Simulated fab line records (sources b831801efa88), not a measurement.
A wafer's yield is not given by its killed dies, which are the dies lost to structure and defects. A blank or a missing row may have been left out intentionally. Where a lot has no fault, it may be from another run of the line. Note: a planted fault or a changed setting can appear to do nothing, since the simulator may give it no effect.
Comparing a struck lot with a sound one | flow sky130 | 15 steps out of a route of 708
Sound: wafers L427.2, L427.4, L427.6. Struck: wafers L439.2, L439.4, L439.6. The cause comes at the end.
For every step that has rows: the tool of each side, followed by ch and its chambers, followed by its first start. Under that, the readings that differ: sound wafers | struck wafers | difference of the means | sigmas: that difference in standard deviations of wafers without a fault.
alike: words and numbers the same on both sides, and readings whose means are apart by under 2 such deviations; not compared: readings that were withheld, readings missing a value for some wafer, numbers with overlapping values and no deviation given by the record, and bounds like >300 which may hide the same value.
A row with sigmas, a row that says differs or no value, or rows on one side alone: a step with any of these is where the two part. Numbers that don't overlap but have no deviation are shown without sigmas and don't part them. A reading missing from all wafers of one side parts the sides only when that side holds two or more wafers.

SKY_VIA3_SPUTTER_20: material TiN, target thk 20 nm, time 80 s.
  sound on pvd-sputter-04, day 41 05:46; struck on pvd-sputter-03, day 44 20:43
  alike: cathode-dc-power-W, chamber-pressure-pa, throttle-valve-pct
SKY_VIA3_CVD_21: deposits W, target thk 390 nm, time 117.31 s.
  sound on cvd-w-01 ch 1, day 41 05:50; struck on cvd-w-01 ch 0,1, day 44 20:46
  alike: heater-power-w
SKY_VIA3_RS_MEAS_22: the measuring method here is four-point-probe.
  sound on film-metro-02, day 41 05:58; struck on film-metro-04, day 44 20:55
  alike: VIA3_W_RS
SKY_VIA3_THK_MEAS_23: measures by xrf.
  sound on film-metro-02, day 41 06:05; struck on film-metro-04, day 44 21:01
  alike: VIA3_W_THK
then, 4 steps without rows for these wafers: SKY_VIA3_CMP_24 (polishes, stops on SiO2, t overpolish 20 s, target thk 0 nm); SKY_METAL4_SPUTTER_00 (material Ti, target thk 15 nm, time 10 s); SKY_METAL4_SPUTTER_01 (material TiN, target thk 20 nm, time 16.7 s); SKY_METAL4_SPUTTER_02 (material AlCu, target thk 735 nm, time 39.1 s).
SKY_METAL4_SPUTTER_03: material Ti, target thk 5 nm, time 3.3 s.
  sound on pvd-sputter-01, day 41 06:31; struck on pvd-sputter-01, day 44 21:29
  alike: cathode-dc-power-W, chamber-pressure-pa, throttle-valve-pct
SKY_METAL4_SPUTTER_04: material TiN, target thk 70 nm, time 58.3 s.
  sound on pvd-sputter-01, day 41 06:32; struck on pvd-sputter-01, day 44 21:29
  alike: cathode-dc-power-W, chamber-pressure-pa, throttle-valve-pct
SKY_CAP2M_CVD_00: deposits SiO2, target thk 15.5 nm.
  sound on pecvd-04 ch 2, day 41 06:35; struck on pecvd-02 ch 0,1,2, day 44 21:32
  alike: heater-power-w
SKY_CAP2M_THK_MEAS_01:
  sound on film-metro-03, day 41 06:38; struck on film-metro-04, day 44 21:34
  alike: CAP2M_CVD_00_THK
SKY_CAP2M_SPUTTER_02: material TiN, target thk 200 nm, time 166.7 s.
  sound on pvd-sputter-02, day 41 06:41; struck on pvd-sputter-04, day 44 21:37
  no value came back on the struck wafers for cathode-dc-power-W (W), chamber-pressure-pa (Pa), throttle-valve-pct (%); on the sound wafers cathode-dc-power-W (W) reads 6499.2 6499.8 6498.0
SKY_CAP2M_RS_MEAS_03: the measuring method here is four-point-probe.
  sound on film-metro-01, day 41 06:49; struck on film-metro-01, day 44 22:02
  reading               | sound          | struck | difference                    | sigmas
  CAP2M_TIN_RS (ohm/sq) | 6.99 6.99 6.94 | - - -  | no value on the struck wafers |
  not compared: hold
SKY_PAD_OPEN_PROBE_99:
  the record has rows for the sound wafers here (prober-02, day 47 06:07) and none for the struck ones

== WHERE THEY PART ==
At SKY_CAP2M_SPUTTER_02 first; at SKY_PAD_OPEN_PROBE_99 last (within this record only).

WHY: whatever the simulator had introduced
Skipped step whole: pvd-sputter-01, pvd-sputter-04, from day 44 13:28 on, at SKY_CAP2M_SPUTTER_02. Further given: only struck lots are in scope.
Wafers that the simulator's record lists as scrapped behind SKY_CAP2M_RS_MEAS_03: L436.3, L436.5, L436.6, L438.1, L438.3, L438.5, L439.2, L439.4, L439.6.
